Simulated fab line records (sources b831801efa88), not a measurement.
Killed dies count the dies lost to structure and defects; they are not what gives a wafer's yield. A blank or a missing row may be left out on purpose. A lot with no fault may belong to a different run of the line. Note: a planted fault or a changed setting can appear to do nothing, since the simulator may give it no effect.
fab line records	flow sky130
record lots=5	wafers=15	last-day=50
route steps=708 shown RES_PROTECT@212 POLY_GATE@213 PAD_OPEN@708
lots that met no fault: from a run of the same line without faults
start-h: the number of hours between the record's first day and the start of the first shown wafer of the lot	wait-h: how many hours have passed since the lot's step before this one	" as in the row above	L1.1+2: one row covering several wafers at once	- either no value or no given start	* or withheld: withheld	< > ~ a bound
route shown NAME@n: a module of which the file shows steps, and the number in the route of the first	usual: mean/standard deviation of fault-free wafers	same: alike in all rows	chamber/n: place in a boat	sites: readings site by site	_std_site: the standard deviation of these	_edge_site: the outer-site mean with the inner-site mean subtracted	radius-mm: for every site, how far away it sits from the centre of the wafer	mask NAME#n: copy n	behind: tool/chamber where the wafer was last shaped	hold: what put the lot on hold/how long, in hours/how the hold closed	device: transistor that didn't switch, given as n, p or np	end of line: at the end of the route, the tests of the same wafers	step lacking rows: just its recipe	killed: dies that structure and defects cost at the first sort, which is not the same as the wafer's yield	map: shows each die of a wafer: x if killed, . if not, _ if none is there
set.NAME: setting as actually run; set.NAME@STEP: the setting as run at that earlier step	model.NAME: the simulator's own value behind a step, which no gauge read
lots at selected steps of the route; one table per step, one row per wafer
services: from which hour (start-h, from the record's first day; less than 0 if before it) a tool's chamber was out of use, for how many hours, and why
## steps
# step SKY_RES_PROTECT_DEVELOP_06
# recipe resist=NOVOLAK	developer=TMAH	develop-time-s=60	dev-temp-c=23
# step SKY_POLY_GATE_IMPLANT_02
# recipe species=P	energy-kev=30	dose-cm2=7.7e+15	tilt-deg=0
# step SKY_RES_PROTECT_STRIP_07
# recipe chemistry=O2/N2	power-w=1400	pressure-mtorr=1500	platen-temp-c=withheld	o2-flow-sccm=3000	n2-flow-sccm=300	overash-fraction=0.5
# usual drypump-motor-current-A=5.8/0.51	oes-product-au=0.517/0.0045	strip-time-to-endpoint-s=23.30/0.036
lot.wafer	tool	chamber	start-h	wait-h	drypump-motor-current-A	oes-product-au	rf-hours-counter-h	strip-time-to-endpoint-s
L143.2	plasma-asher-02	1	338.35	0.1	5.7	0.513	63	23.31
L143.3	"	0	"	"	4.9	0.518	-	23.33
L143.5	"	0	"	"	4.9	0.523	-	23.28
L151.3	plasma-asher-02	0	414.89	0.1	4.8	0.520	-	23.36
L151.4	"	1	"	"	5.7	0.519	-	23.37
L151.6	"	1	"	"	5.7	0.519	-	23.36
L155.1	plasma-asher-01	1	447.59	0.1	6.3	0.516	66	23.31
L155.2	"	0	"	"	6.1	0.515	66	23.31
L155.6	"	1	"	"	6.3	0.509	-	23.32
L164.1	plasma-asher-02	0	535.71	0.1	4.9	0.524	11	23.25
L164.3	"	1	"	"	5.7	0.516	-	23.29
L164.6	"	0	"	"	4.9	0.516	-	23.21
L165.3	plasma-asher-01	0	536.04	0.1	6.2	0.522	-	23.26
L165.4	"	1	"	"	6.3	0.511	-	23.27
L165.6	"	0	"	"	6.2	0.510	-	23.21
# step SKY_RES_PROTECT_TW_MEAS_08
# usual POLY_GATE_TW=4049/33
lot.wafer	tool	chamber	start-h	wait-h	POLY_GATE_TW
L143.2	film-metro-02	-	338.46	0.1	4050
L143.3	"	-	"	"	4034
L143.5	"	-	"	"	4040
L151.3	film-metro-01	-	414.98	0.1	4092
L151.4	"	-	"	"	4066
L151.6	"	-	"	"	4086
L155.1	film-metro-01	-	447.69	0.1	4114
L155.2	"	-	"	"	4084
L155.6	"	-	"	"	4099
L164.1	film-metro-01	-	535.81	0.1	4064
L164.3	"	-	"	"	4062
L164.6	"	-	"	"	4065
L165.3	film-metro-02	-	536.13	0.1	3982
L165.4	"	-	"	"	3987
L165.6	"	-	"	"	4024
# step SKY_RES_PROTECT_CLEAN_09
# recipe chemistry=SC1/SC2	mix=1:4:20	temp-c=70	time-s=150	dry=n2-spin
# step SKY_POLY_GATE_CVD_03
# recipe material=Si3N4	precursor=DCS/NH3	target-thk-nm=75	temp-c=770	time-s=1290	pressure-mtorr=250
# step SKY_POLY_GATE_THK_MEAS_04
# recipe reads=Si3N4_of_POLY_GATE_CVD_03
# usual POLY_GATE_CVD_03_THK=75.0/0.8
lot.wafer	tool	chamber	start-h	wait-h	POLY_GATE_CVD_03_THK[nm]
L143.2	film-metro-01	-	339.93	0.0	75.4
L143.3	"	-	"	"	75.6
L143.5	"	-	"	"	75.2
L151.3	film-metro-03	-	416.87	0.0	73.4
L151.4	"	-	"	"	74.0
L151.6	"	-	"	"	73.8
L155.1	film-metro-04	-	449.16	0.0	74.8
L155.2	"	-	"	"	74.2
L155.6	"	-	"	"	74.4
L164.1	film-metro-04	-	537.27	0.0	74.8
L164.3	"	-	"	"	75.7
L164.6	"	-	"	"	75.8
L165.3	film-metro-04	-	538.65	0.0	73.5
L165.4	"	-	"	"	73.5
L165.6	"	-	"	"	74.0
# step SKY_POLY_GATE_DEHYDRATE_05
# recipe temp-c=200	time-s=60
# step SKY_POLY_GATE_HMDS_06
# recipe prime-time-s=60	prime-temp-c=120
# step SKY_POLY_GATE_COAT_07
# recipe resist=BARC	temp-c=withheld	time-s=withheld	spin-rpm=3000	resist-thk-nm=110
# step SKY_POLY_GATE_COAT_08
# recipe resist=KrF-thick	spin-rpm=3000	resist-thk-nm=450
# step SKY_POLY_GATE_SOFTBAKE_09
# recipe temp-c=100	time-s=90	resist=KrF-thick
# step SKY_POLY_GATE_EXPOSE_10
# recipe mask-id=P1M	na=0.68	source-shape=conventional	sigma-outer=0.6	target-cd-nm=150	dose-mj=28
# usual reticle-temp-C=22.99/0.095
lot.wafer	tool	chamber	start-h	wait-h	mask	reticle-temp-C
L143.2	krf-scanner-01	0	353.87	-	P1M#0	23.00
L143.3	"	0	"	"	P1M#0	23.01
L143.5	"	0	"	"	P1M#0	22.98
L151.3	krf-scanner-02	0	432.71	-	P1M#0	22.79
L151.4	"	0	"	"	P1M#0	23.03
L151.6	"	0	"	"	P1M#0	23.02
L155.1	krf-scanner-01	0	464.57	-	P1M_R1#0	23.09
L155.2	"	0	"	"	P1M_R1#0	22.96
L155.6	"	0	"	"	P1M_R1#0	22.97
L164.1	krf-scanner-02	0	553.07	-	P1M#0	22.89
L164.3	"	0	"	"	P1M#0	22.79
L164.6	"	0	"	"	P1M#0	22.74
L165.3	krf-scanner-01	0	554.32	-	P1M#0	23.03
L165.4	"	0	"	"	P1M#0	23.02
L165.6	"	0	"	"	P1M#0	23.18
# step SKY_POLY_GATE_PEB_11
# recipe peb-temp-c=withheld	peb-time-s=withheld	resist=KrF-thick
# step SKY_POLY_GATE_DEVELOP_12
# recipe develop-time-s=60	resist=KrF-thick	dev-temp-c=21
# step SKY_POLY_GATE_CD_MEAS_13
# recipe target-cd-nm=150
# usual cd-nm=149.5/1.5
lot.wafer	tool	chamber	start-h	wait-h	cd-nm
L143.2	cd-sem-02	-	368.14	-	148.2
L143.3	"	-	"	"	148.1
L143.5	"	-	"	"	148.2
L151.3	cd-sem-02	-	448.12	-	148.0
L151.4	"	-	"	"	146.6
L151.6	"	-	"	"	147.2
L155.1	cd-sem-01	-	479.91	-	172.4
L155.2	"	-	"	"	171.4
L155.6	"	-	"	"	171.5
L164.1	cd-sem-01	-	567.31	-	147.8
L164.3	"	-	"	"	148.1
L164.6	"	-	"	"	146.9
L165.3	cd-sem-02	-	568.79	-	149.3
L165.4	"	-	"	"	149.3
L165.6	"	-	"	"	149.8
# step SKY_POLY_GATE_OVL_MEAS_14
# usual POLY_GATE_OVL=-1/4.3
lot.wafer	tool	chamber	start-h	wait-h	POLY_GATE_OVL[nm]
L143.2	overlay-01	-	368.24	0.1	8
L143.3	"	-	"	"	-2
L143.5	"	-	"	"	4
L151.3	overlay-02	-	448.21	0.1	3
L151.4	"	-	"	"	1
L151.6	"	-	"	"	-7
L155.1	overlay-02	-	480.03	0.1	5
L155.2	"	-	"	"	4
L155.6	"	-	"	"	-1
L164.1	overlay-01	-	567.43	0.1	1
L164.3	"	-	"	"	1
L164.6	"	-	"	"	-7
L165.3	overlay-01	-	568.88	0.1	-2
L165.4	"	-	"	"	9
L165.6	"	-	"	"	1
# step SKY_POLY_GATE_ETCH_15
# recipe chemistry=N2/H2	target=BARC	ion-energy-ev=200	source-w=500	bias-w=100	pressure-mtorr=30	n2-flow-sccm=100	h2-flow-sccm=200	stop-on=SiO2	time-s=118.5	target-depth-a=1100
# usual drypump-motor-current-A=5.7/0.48	oes-product-au=0.717/0.0047	throttle-valve-pct=13.213/0.0097
lot.wafer	tool	chamber	start-h	wait-h	drypump-motor-current-A	oes-product-au	rf-hours-counter-h	throttle-valve-pct	model.POLY_GATE.cd-nm
L143.2	rie-diel-01	3	368.27	0.0	5.5	0.719	113	13.210	149.2
L143.3	"	1	"	"	4.9	0.713	6	13.206	148.6
L143.5	"	0	"	"	5.6	0.720	-	13.218	149.7
L151.3	rie-diel-04	2	448.23	0.0	6.1	0.709	40	13.228	147.9
L151.4	"	0	"	"	5.5	0.709	86	13.205	148.8
L151.6	"	1	"	"	5.1	0.719	-	13.206	144.4
L155.1	rie-diel-01	0	480.06	0.0	5.6	0.723	5	13.203	169.2
L155.2	"	1	"	"	4.9	0.711	8	13.221	170.4
L155.6	"	2	"	"	5.6	0.708	-	13.216	169.3
L164.1	rie-diel-04	2	567.46	0.0	6.1	0.723	42	13.214	148.7
L164.3	"	0	"	"	5.5	0.719	1	13.217	149.7
L164.6	"	1	"	"	5.1	0.720	-	13.211	144.6
L165.3	rie-diel-01	3	568.90	0.0	5.5	0.715	3	13.211	149.4
L165.4	"	1	"	"	5.0	0.721	10	13.197	148.6
L165.6	"	0	"	"	5.6	0.720	-	13.211	150.1
# step SKY_POLY_GATE_ETCH_16
# recipe stop-on=poly-Si	chemistry=CH3F/O2	target=Si3N4	source-w=400	bias-w=80	pressure-mtorr=25	ch3f-flow-sccm=40	O2_flow_sccm=30	time-s=147.5	target-depth-a=750
# usual drypump-motor-current-A=5.7/0.48	oes-product-au=0.640/0.0058	throttle-valve-pct=10.535/0.009
lot.wafer	tool	chamber	start-h	wait-h	drypump-motor-current-A	oes-product-au	rf-hours-counter-h	throttle-valve-pct
L143.2	rie-diel-01	3	368.36	0.0	5.5	0.646	113	10.554
L143.3	"	1	"	"	4.9	0.645	6	10.525
L143.5	"	0	"	"	5.6	0.644	-	10.543
L151.3	rie-diel-04	2	448.31	0.0	6.1	0.626	40	10.539
L151.4	"	0	"	"	5.6	0.625	86	10.532
L151.6	"	1	"	"	5.2	0.636	-	10.527
L155.1	rie-diel-01	0	480.14	0.0	5.6	0.634	5	10.540
L155.2	"	1	"	"	4.9	0.633	8	10.536
L155.6	"	2	"	"	5.6	0.628	-	10.534
L164.1	rie-diel-04	2	567.54	0.0	6.1	0.643	42	10.551
L164.3	"	0	"	"	5.5	0.642	1	10.514
L164.6	"	1	"	"	5.1	0.643	-	10.541
L165.3	rie-diel-01	3	568.99	0.0	5.5	0.641	3	10.539
L165.4	"	1	"	"	4.9	0.637	10	10.521
L165.6	"	0	"	"	5.6	0.636	-	10.535
# step SKY_POLY_GATE_ETCH_17
# recipe target-depth-nm=180	stop-on=SiO2	over-etch-frac=0.56667	chemistry=HBr/Cl2	target=poly-Si	icp-w=400	bias-w=100	pressure-mtorr=10	HBr_flow_sccm=150	Cl2_flow_sccm=50	time-s=70.5
# usual drypump-motor-current-A=5.7/0.35	oes-product-au=0.987/0.0069	throttle-valve-pct=33.685/0.0085
lot.wafer	tool	chamber	start-h	wait-h	drypump-motor-current-A	oes-product-au	rf-hours-counter-h	throttle-valve-pct	model.POLY_GATE.cd-nm
L143.2	rie-si-01	3	368.45	0.0	6.1	0.994	2	33.679	148
L143.3	"	0	"	"	5.9	0.994	44	33.680	146.5
L143.5	"	1	"	"	5.6	0.998	-	33.678	150.5
L151.3	rie-si-01	0	448.41	0.0	5.9	0.985	44	33.685	148
L151.4	"	2	"	"	5.8	0.983	2	33.681	148.8
L151.6	"	0	"	"	5.9	0.992	-	33.672	145.5
L155.1	rie-si-02	2	480.24	0.0	6.1	0.987	6	33.697	169.4
L155.2	"	1	"	"	5.5	0.981	3	33.677	172.1
L155.6	"	0	"	"	5.0	0.981	-	33.676	170
L164.1	rie-si-01	1	567.64	0.0	5.6	0.986	1	33.686	151.1
L164.3	"	0	"	"	5.9	0.989	0	33.677	149.7
L164.6	"	0	"	"	5.9	0.993	-	33.692	144.6
L165.3	rie-si-02	3	569.08	0.0	5.9	0.989	1	33.683	149.8
L165.4	"	2	"	"	6.1	0.982	-	33.697	148.5
L165.6	"	0	"	"	5.0	0.980	-	33.691	150
# step SKY_POLY_GATE_STRIP_18
# recipe chemistry=O2/N2	power-w=1400	pressure-mtorr=1500	platen-temp-c=withheld	o2-flow-sccm=3000	n2-flow-sccm=300	overash-fraction=0.5
# usual drypump-motor-current-A=5.9/0.31	oes-product-au=0.361/0.005	strip-time-to-endpoint-s=3.17/0.037
lot.wafer	tool	chamber	start-h	wait-h	drypump-motor-current-A	oes-product-au	rf-hours-counter-h	strip-time-to-endpoint-s
L143.2	plasma-asher-04	1	368.51	0.0	5.6	0.363	70	3.18
L143.3	"	0	"	"	5.4	0.353	-	3.15
L143.5	"	1	"	"	5.6	0.373	-	3.16
L151.3	plasma-asher-03	1	448.50	0.1	5.7	0.359	-	3.15
L151.4	"	0	"	"	6.0	0.357	-	3.10
L151.6	"	1	"	"	5.7	0.356	-	3.18
L155.1	plasma-asher-04	1	480.30	0.0	5.6	0.361	80	3.17
L155.2	"	0	"	"	5.5	0.362	80	3.14
L155.6	"	1	"	"	5.6	0.357	-	3.14
L164.1	plasma-asher-01	1	567.70	0.0	6.3	0.358	78	3.17
L164.3	"	1	"	"	6.3	0.358	-	3.14
L164.6	"	1	"	"	6.4	0.365	-	3.21
L165.3	plasma-asher-04	0	569.17	0.1	5.4	0.349	-	3.21
L165.4	"	1	"	"	5.6	0.364	-	3.18
L165.6	"	1	"	"	5.6	0.357	-	3.14
# step SKY_PAD_OPEN_PROBE_99
# usual killed_at_M0_to_M3=42/7.4	killed_at_M4_up=3.3/2.1	killed-at-contacts=24/5.3	killed-at-front-end=15/4.5	killed-at-other=0.3/0.57	killed-dies=84/10	killed-open=46/7.5	killed-short=38/6.4
# same gross-dies=492	killed-at-back-side=0
lot.wafer	tool	chamber	start-h	wait-h	killed_at_M0_to_M3	killed_at_M4_up	killed-at-contacts	killed-at-front-end	killed-at-other	killed-dies	killed-open	killed-short
L143.2	prober-02	-	1070.53	0.1	32	3	26	15	0	76	41	34
L143.3	prober-02	-	1070.58	0.2	39	4	29	11	1	84	52	30
L143.5	prober-02	-	1070.68	0.2	36	3	26	17	0	82	46	36
L151.3	prober-01	-	1130.03	0.2	57	6	22	17	0	102	59	43
L151.4	prober-01	-	1130.08	0.2	54	4	31	19	0	108	58	50
L151.6	prober-01	-	1130.18	0.2	33	5	30	13	0	81	45	36
L155.1	prober-02	-	1147.41	0.1	50	0	20	40	0	110	44	34
L155.2	prober-02	-	1147.46	0.1	48	3	14	91	1	157	27	44
L155.6	prober-02	-	1147.66	0.2	44	4	21	58	0	127	42	48
L164.1	prober-02	-	1195.22	0.1	51	2	18	12	0	83	39	44
L164.3	prober-02	-	1195.32	0.2	39	1	22	18	1	81	38	42
L164.6	prober-02	-	1195.47	0.2	37	5	36	16	0	94	57	37
L165.3	prober-01	-	1196.18	0.2	40	1	24	4	0	69	47	22
L165.4	prober-01	-	1196.23	0.2	35	2	18	11	0	66	36	30
L165.6	prober-01	-	1196.33	0.2	38	5	21	15	0	79	37	42
# killed by level:class
L143.2 CONTACT:geometric-particle:open=9 LI_CONTACT:geometric-particle:open=7 VIA1:geometric-particle:open=7 METAL1:geometric-particle:short=6 POLY_GATE:geometric-particle:open=5 CONTACT:geometric-particle:short=5 VIA2:geometric-particle:open=5 POLY_GATE:geometric-particle:short=4
L143.3 VIA1:geometric-particle:open=13 LI_CONTACT:geometric-particle:open=9 CONTACT:geometric-particle:open=9 VIA1:geometric-particle:short=6 LOCAL_INTERCONNECT:geometric-particle:short=5 VIA2:geometric-particle:open=5 POLY_GATE:geometric-particle:short=4 POLY_GATE:geometric-particle:open=3
L143.5 CONTACT:geometric-particle:open=10 VIA1:geometric-particle:open=10 LI_CONTACT:geometric-particle:open=9 POLY_GATE:geometric-particle:short=7 VIA2:geometric-particle:open=7 CONTACT:geometric-particle:short=4 METAL1:geometric-particle:short=4 METAL2:geometric-particle:short=4
L151.3 VIA1:geometric-particle:open=13 CONTACT:geometric-particle:open=11 METAL2:geometric-particle:short=9 METAL1:geometric-particle:short=7 VIA3:geometric-particle:open=7 LI_CONTACT:geometric-particle:open=6 POLY_GATE:geometric-particle:open=4 VIA1:geometric-particle:short=4
L151.4 CONTACT:geometric-particle:open=14 LI_CONTACT:geometric-particle:open=10 METAL2:geometric-particle:short=8 VIA1:geometric-particle:open=8 CONTACT:geometric-particle:short=7 METAL1:geometric-particle:short=7 VIA3:geometric-particle:open=7 POLY_GATE:geometric-particle:short=6
L151.6 CONTACT:geometric-particle:open=11 VIA1:geometric-particle:open=9 VIA3:geometric-particle:open=7 VIA3:geometric-particle:short=6 VIA1:geometric-particle:short=5 CONTACT:geometric-particle:short=5 POLY_GATE:geometric-particle:open=4 LI_CONTACT:geometric-particle:short=4
L155.1 POLY_GATE:area-expose=32 VIA1:geometric-particle:open=13 VIA2:geometric-particle:open=9 CONTACT:geometric-particle:open=8 METAL1:geometric-particle:short=7 METAL2:geometric-particle:short=6 POLY_GATE:geometric-particle:short=5 LI_CONTACT:geometric-particle:open=4
L155.2 POLY_GATE:area-expose=86 VIA1:geometric-particle:open=11 VIA2:geometric-particle:open=7 METAL1:geometric-particle:short=7 CONTACT:geometric-particle:short=6 VIA2:geometric-particle:short=5 VIA1:geometric-particle:short=4 METAL3:geometric-particle:short=4
L155.6 POLY_GATE:area-expose=37 VIA1:geometric-particle:open=9 LI_CONTACT:geometric-particle:open=7 METAL1:geometric-particle:short=7 FIELD_ISO:geometric-particle:short=6 METAL2:geometric-particle:short=6 VIA1:geometric-particle:short=5 POLY_GATE:geometric-particle:short=5
L164.1 VIA3:geometric-particle:open=9 VIA1:geometric-particle:open=8 VIA1:geometric-particle:short=7 CONTACT:geometric-particle:open=6 FIELD_ISO:geometric-particle:short=5 METAL3:geometric-particle:short=5 LI_CONTACT:geometric-particle:open=5 METAL1:geometric-particle:short=5
L164.3 VIA1:geometric-particle:open=10 CONTACT:geometric-particle:short=8 METAL2:geometric-particle:short=8 FIELD_ISO:geometric-particle:short=7 FIELD_ISO:geometric-particle:open=6 LI_CONTACT:geometric-particle:open=5 VIA2:geometric-particle:open=5 CONTACT:geometric-particle:open=4
L164.6 LI_CONTACT:geometric-particle:open=12 CONTACT:geometric-particle:open=10 FIELD_ISO:geometric-particle:open=8 VIA1:geometric-particle:open=8 VIA3:geometric-particle:open=7 LI_CONTACT:geometric-particle:short=5 LOCAL_INTERCONNECT:geometric-particle:open=4 METAL1:geometric-particle:short=4
L165.3 VIA1:geometric-particle:open=13 LI_CONTACT:geometric-particle:open=9 CONTACT:geometric-particle:open=6 VIA2:geometric-particle:open=6 VIA3:geometric-particle:open=6 METAL2:geometric-particle:short=5 CONTACT:geometric-particle:short=3 METAL1:geometric-particle:short=3
L165.4 VIA1:geometric-particle:open=11 METAL2:geometric-particle:short=6 FIELD_ISO:geometric-particle:short=4 LI_CONTACT:geometric-particle:open=4 CONTACT:geometric-particle:open=4 METAL1:geometric-particle:short=4 VIA2:geometric-particle:open=4 VIA3:geometric-particle:open=4
L165.6 VIA1:geometric-particle:open=11 METAL1:geometric-particle:short=8 CONTACT:geometric-particle:open=6 LOCAL_INTERCONNECT:geometric-particle:short=6 CONTACT:geometric-particle:short=6 POLY_GATE:geometric-particle:short=5 METAL2:geometric-particle:short=5 VIA3:geometric-particle:open=5
# map L155.2 (x killed, . not)
__________.........._________
________.............._______
______x.x........x.x.x.._____
_____.....x...xxx...x....____
____x...x..........x....xx___
___...........x.....x......__
__x..x.x...................._
_....x.xx..x...x.....x.......
_.....x...x..x.....xx...x.xx.
_.....xx...xx.x.....xx.......
_..x.x.xx.......xx...........
_.xxxxxxx..x....x..x.....x...
_xxx.x....x.xxxx.........x...
_x..xxxxxxx..xx...x....xx....
_x.x.xx..x.x...x...x...x.....
__.x...xx..xxx.x....x......._
___xxxxx.x.xx.xxxx....xx...__
____..x..xxx...x......x.x.___
_____xxx..xxxxx.xxxxx..x.____
______xxxxxx..xxxx..xxx._____
________.xxx.x.x..x..._______
__________x..xx.xx.._________
# map L143.3 (x killed, . not)
__________x.....x..x_________
________..x..........._______
______..x.....x........._____
_____....x..xx........x..____
____xx.....x...x.......x.x___
___...x............x...x...__
__.x.....x..x.......x......._
_x.....x..x.x.x.....x.x......
_.x.......x.xx..x.....x....xx
_.x.xx.......................
_..x.............x..x..x.x.x.
_.................xx.........
_...x..x....xx...............
_x.........x.x.....x.x....x..
_..x...xx..........x.........
__x...x....x................_
___........x..x............__
____x....xx.x.x.......x.x.___
_____............xx..x...____
______.......x.........._____
________.x....x......._______
__________.x..x....x_________
## services
tool	chamber	start-h	hours	kind
rie-si-01	-	328.30	0.7	repair
krf-scanner-01	-	341.56	0.8	pm
rie-diel-01	3	341.99	17.0	repair
rie-si-01	-	343.89	0.4	repair
krf-scanner-01	-	344.22	3.6	pm
plasma-asher-01	-	347.46	2.8	pm
rie-si-01	3	349.66	1.1	repair
krf-scanner-01	-	381.77	1.3	pm
rie-diel-04	2	391.33	5.8	repair
krf-scanner-01	-	416.26	4.4	pm
plasma-asher-02	-	421.25	9.0	pm
krf-scanner-01	-	423.02	1.0	pm
plasma-asher-04	-	446.86	8.8	repair
rie-diel-01	1	450.70	10.2	repair
rie-diel-04	3	451.47	6.3	repair
rie-diel-04	-	453.12	1.3	repair
rie-diel-01	3	459.61	6.3	repair
krf-scanner-01	-	468.02	36.0	pm
plasma-asher-04	-	471.02	2.8	pm
plasma-asher-02	-	472.08	0.8	repair
rie-diel-01	3	479.71	2.6	repair
rie-diel-04	-	499.19	14.6	pm
krf-scanner-01	-	510.36	0.8	pm
plasma-asher-02	-	519.19	0.8	repair
## key
first-sign step=SKY_POLY_GATE_EXPOSE_10	reading=mask	direction=changed
effect step=SKY_POLY_GATE_CD_MEAS_13	reading=cd-nm	direction=up	sigmas=15	usual=149.5	struck=171.8
effect step=SKY_PAD_OPEN_PROBE_99	reading=killed-at-front-end	direction=up	sigmas=11	usual=15	struck=63
model-effect step=SKY_POLY_GATE_ETCH_15	value=POLY_GATE.cd-nm	without=147.6	struck=169.6
model-effect step=SKY_POLY_GATE_ETCH_17	value=POLY_GATE.cd-nm	without=148.5	struck=170.5
more-kills-born-at SKY_POLY_GATE_EXPOSE_10@krf-scanner-01=155
met-at SKY_POLY_GATE_EXPOSE_10
struck-wafers L155.1,L155.2,L155.6
tester-left-out L155
onset-between 353.87 464.57
fault kind=wrong-mask	tool=any	chamber=-	onset-h=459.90	steps=SKY_POLY_GATE_EXPOSE_10	aux-copy=P1M_R1#0	cd-offset-nm=22	scope=struck-lots-only
# tester-left-out: of these lots the tester's yield and bins aren't shown, on N5 and GAA mostly nor the transistor test; their killed dies are dies lost to structure and defects alone, not to doping, threshold or leakage, so they don't give the yield
